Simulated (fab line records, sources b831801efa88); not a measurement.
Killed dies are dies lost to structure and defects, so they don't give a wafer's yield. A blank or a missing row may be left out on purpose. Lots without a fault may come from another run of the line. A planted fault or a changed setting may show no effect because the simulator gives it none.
One fault seen from 2 desks | flow gf180mcu | each desk has only its own numbers; what lay behind them comes last

THE TOOL OWNER'S DESK: pecvd-04
The tool's own readings at GF_V5_CVD_02 (deposits SiO2 from TEOS, target thk 1450 nm, time 163.28 s): means of the sampled wafers that have a number, for each lot that ran on this tool. A lot is out of limits, marked OUT, if its mean lies more than 4 standard deviations from the usual mean; the brackets give that distance.
Columns: A = heater_power_w at GF_V5_CVD_02, usual 651 W; B = rf_fwd_power_W at GF_V5_CVD_02, usual 597.5 W
lot  | first seen here | A   | B
L210 | day 27 01:20    | 636 | 597.7
L215 | day 29 03:56    | 640 | 693.4 (+53) OUT
L218 | day 29 21:22    | 615 | 694.1 (+54) OUT
L226 | day 32 07:08    | 578 | 597.3
L231 | day 33 01:53    | 688 | 598.0
This desk's finding: out of limits on L215, L218; first on L215, day 29 03:56 (rf_fwd_power_W at GF_V5_CVD_02). In limits: L210, L226, L231.

THE METROLOGY DESK
What the gauges read, lot by lot, whatever tool the lot ran on: means of the sampled wafers that have a number. A lot is out of limits, marked OUT, if its mean lies more than 4 standard deviations from the usual mean; the brackets give that distance.
Columns: A = V4_W_RS at GF_V4_RS_MEAS_24, usual 0.327 ohm/sq; B = V5_CVD_02_THK at GF_V5_THK_MEAS_03, usual 1454 nm
lot  | first seen here | A     | B
L208 | day 24 20:27    | 0.324 | 1460
L209 | day 25 01:28    | 0.332 | 1449
L210 | day 25 06:03    | 0.320 | 1499
L215 | day 27 10:11    | 0.323 | 1536
L217 | day 28 02:32    | 0.326 | 1447
L218 | day 28 04:37    | 0.325 | 1539
L225 | day 30 00:59    | 0.332 | 1437
L226 | day 30 17:52    | 0.329 | 1466
L227 | day 30 18:46    | 0.324 | 1427
L228 | day 30 19:47    | 0.333 | 1450
L230 | day 31 07:22    | 0.324 | 1443
L231 | day 31 14:06    | 0.323 | 1470
This desk's finding: nothing out of limits on any of the 12 lots.

PUT TOGETHER
The tool owner's desk could have raised an alarm at day 29 03:56, on L215, L218.
The metrology desk saw nothing out of limits.
The metrology desk has L215, L218 on record, within its limits.
Of the lots named, all ran GF_V5_CVD_02 on pecvd-04.

WHAT THE SIMULATOR HAD PUT IN
Process parameter drift: pecvd-04, from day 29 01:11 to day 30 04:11, at GF_V5_CVD_02. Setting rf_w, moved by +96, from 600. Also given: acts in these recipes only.
Lots struck among those shown: L215, L218.
Hours from the fault's start to each desk's first reading out of limits: the tool owner's desk, 3.
